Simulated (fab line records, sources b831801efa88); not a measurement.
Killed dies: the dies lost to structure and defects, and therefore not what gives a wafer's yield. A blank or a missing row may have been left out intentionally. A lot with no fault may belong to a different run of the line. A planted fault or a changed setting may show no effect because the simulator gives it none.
Which tool did it? ; flow gf180mcu ; 11 lots, 33 wafers sampled, at 6 steps of a route of 602

## WHAT THE GAUGES READ, wafer by wafer
GF_V4_THK_MEAS_25: measures by xrf. Usual: V4_W_THK 336 nm, standard deviation 5.6.
lot;measured;on;V4_W_THK (nm);flag
L971;day 24 16:06;film metro-03;327 330 328;
L973;day 25 13:33;film metro-04;341 340 340;
L974;day 25 22:17;film metro-03;326 326 328;
L979;day 27 20:37;film metro-03;330 334 324;
L986;day 29 15:40;film metro-01;344 342 346;
L987;day 29 23:38;film metro-01;338 343 344;
L988;day 30 04:26;film metro-01;338 334 342;
L989;day 30 15:38;film metro-03;332 333 335;
L990;day 30 17:20;film metro-01;335 334 338;
L991;day 30 23:36;film metro-04;328 330 338;
L994;day 31 16:18;film metro-04;332 335 331;

GF_V5_RS_MEAS_24: measurement is done with a four-point probe. Usual: V5_W_RS 0.328 ohm/sq, standard deviation 0.0039.
lot;measured;on;V5_W_RS (ohm/sq);flag
L971;day 27 11:16;film metro-02;0.326 0.326 0.323;
L973;day 28 07:10;film metro-04;0.328 0.334 0.331;
L974;day 28 15:19;film metro-01;0.331 0.327 0.329;
L979;day 30 09:45;film metro-04;0.334 0.331 0.332;
L986;day 32 02:17;film metro-01;0.400 0.394 0.402;OFF
L987;day 32 09:55;film metro-01;0.396 0.384 0.395;OFF
L988;day 32 13:14;film metro-02;0.405 0.400 0.390;OFF
L989;day 33 00:01;film metro-01;0.325 0.322 0.324;
L990;day 33 00:33;film metro-04;0.329 0.325 0.326;
L991;day 33 07:10;film metro-01;0.328 0.327 0.329;
L994;day 33 20:35;film metro-01;0.328 0.326 0.327;

GF_V5_THK_MEAS_25: measures by xrf. Usual: V5_W_THK 344 nm, standard deviation 5.8.
lot;measured;on;V5_W_THK (nm);flag
L971;day 27 11:23;film metro-02;352 352 356;
L973;day 28 07:16;film metro-04;334 329 331;
L974;day 28 15:25;film metro-01;348 350 347;
L979;day 30 09:50;film metro-04;333 336 335;
L986;day 32 02:24;film metro-01;293 296 293;OFF
L987;day 32 10:02;film metro-01;295 304 297;OFF
L988;day 32 13:21;film metro-02;289 294 299;OFF
L989;day 33 00:08;film metro-01;347 350 347;
L990;day 33 00:38;film metro-04;342 344 344;
L991;day 33 07:17;film metro-01;344 343 342;
L994;day 33 20:41;film metro-01;346 345 345;

GF_TOP_METAL_THK_MEAS_06: measures by xrf. Usual: TOP_METAL_ALCU_THK 893 nm, standard deviation 9.7.
lot;measured;on;TOP_METAL_ALCU_THK (nm);flag
L971;day 27 12:06;film metro-03;899 893 900;
L973;day 28 07:58;film metro-02;891 885 891;
L974;day 28 16:07;film metro-02;904 908 904;
L979;day 30 10:32;film metro-02;894 900 893;
L986;day 32 03:11;film metro-02;894 887 899;
L987;day 32 10:58;film metro-03;888 890 880;
L988;day 32 14:03;film metro-03;900 899 887;
L989;day 33 00:50;film metro-02;890 891 887;
L990;day 33 01:36;film metro-02;901 890 900;
L991;day 33 07:59;film metro-03;888 886 888;
L994;day 33 21:23;film metro-02;911 901 904;

## TOOL THAT RAN EACH LOT (tool first, then ch and the chambers of the sampled wafers, then the start)
lot;GF_V5_ETCH_16;GF_V5_CVD_23
L971;rie diel-03 ch 0,2,3, day 27 10:21;cvd w-02 ch 0,1, day 27 11:08
L973;rie diel-04 ch 2,3, day 28 06:08;cvd w-01 ch 1, day 28 06:57
L974;rie diel-02 ch 0,1,2, day 28 14:23;cvd w-01 ch 1, day 28 15:11
L979;rie diel-04 ch 0,1,2, day 30 08:47;cvd w-01 ch 0,1, day 30 09:37
L986;rie diel-02 ch 0,1,2, day 32 01:23;cvd w-01 ch 0, day 32 02:10
L987;rie diel-02 ch 1,2, day 32 08:35;cvd w-01 ch 0,1, day 32 09:48
L988;rie diel-04 ch 0,1,2, day 32 12:20;cvd w-01 ch 0,1, day 32 13:07
L989;rie diel-04 ch 1,2, day 32 23:05;cvd w-02 ch 0,1, day 32 23:55
L990;rie diel-03 ch 0,2,3, day 32 23:31;cvd w-02 ch 0,1, day 33 00:25
L991;rie diel-02 ch 0,1, day 33 06:14;cvd w-02 ch 0,1, day 33 07:04
L994;rie diel-02 ch 0,1,3, day 33 19:38;cvd w-02 ch 0,1, day 33 20:27
- GF_V5_ETCH_16: etches BARC in N2/H2.
- GF_V5_CVD_23: deposits W, target thk 350 nm, time 104.9 s.

## AS READ BY THE TOOLS THEMSELVES (means over the sampled wafers that have a number; for cases with no such wafer, the mark the record gives instead)
GF_V5_ETCH_16. Usual: chamber pressure mTorr 30.004 mTorr, standard deviation 0.028; drypump motor current A 5.9 A, standard deviation 0.54; h2 flow sccm 200.0 sccm, standard deviation 0.56; oes product au 0.854 a.u., standard deviation 0.0047; throttle valve pct 13.224 %, standard deviation 0.0098.
lot;tool;chamber pressure mTorr (mTorr);drypump motor current A (A);h2 flow sccm (sccm);oes product au (a.u.);throttle valve pct (%);flag
L971;rie diel-03;29.988;6.0;199.6;0.854;13.221;
L973;rie diel-04;30.007;5.6;200.2;0.860;13.230;
L974;rie diel-02;30.030;5.9;200.0;0.856;13.227;
L979;rie diel-04;29.989;5.6;200.0;0.854;13.220;
L986;rie diel-02;29.992;5.9;199.5;0.855;13.227;
L987;rie diel-02;30.002;5.6;200.1;0.851;13.226;
L988;rie diel-04;30.015;5.6;199.9;0.855;13.230;
L989;rie diel-04;29.994;5.2;200.0;0.856;13.225;
L990;rie diel-03;30.010;6.0;199.8;0.854;13.220;
L991;rie diel-02;30.000;6.3;200.4;0.852;13.223;
L994;rie diel-02;30.010;5.9;200.5;0.854;13.224;

GF_V5_CVD_23. Usual: heater power w 897 W, standard deviation 97.
lot;tool;heater power w (W);flag
L971;cvd w-02;973;
L973;cvd w-01;883;
L974;cvd w-01;867;
L979;cvd w-01;835;
L986;cvd w-01;806;
L987;cvd w-01;834;
L988;cvd w-01;824;
L989;cvd w-02;911;
L990;cvd w-02;1003;
L991;cvd w-02;904;
L994;cvd w-02;983;

## THE ANSWER, worked out from the rows above alone
Rule: lot off if the mean of its wafers having a number is beyond 3 standard deviations from the usual mean. A lot without any number at a reading at which 4 lots or more have one is off too. Any other lot the step has rows for is counted as sound. The gauges are gone through in route order, then the tools' own readings, and for those a lot's mean is taken as printed above. The first step at which some lot is off is used, and at that step the reading that is off furthest; a lot without a number counts as furthest.
Off: L986, L987, L988, seen at GF_V5_RS_MEAS_24 (V5_W_RS).
A tool fits if, at a process step before that reading, it ran every lot that is off, and no sound lot after the first of them. The gauges at GF_V5_RS_MEAS_24 are tried like those tools. One fits: cvd w-01 at GF_V5_CVD_23. Its last sound lot is L979 (day 30 09:37), its first lot that is off L986 (day 32 02:10): a fault that began between those two fits.

## WHAT HAD BEEN PUT IN BY THE SIMULATOR
Site profile drift: cvd w-01, from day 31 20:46 on, at GF_V5_CVD_23. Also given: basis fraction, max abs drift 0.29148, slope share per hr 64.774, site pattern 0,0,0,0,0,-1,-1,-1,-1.
Shown lots that were struck: L986, L987, L988. This agrees with what the rule above found.
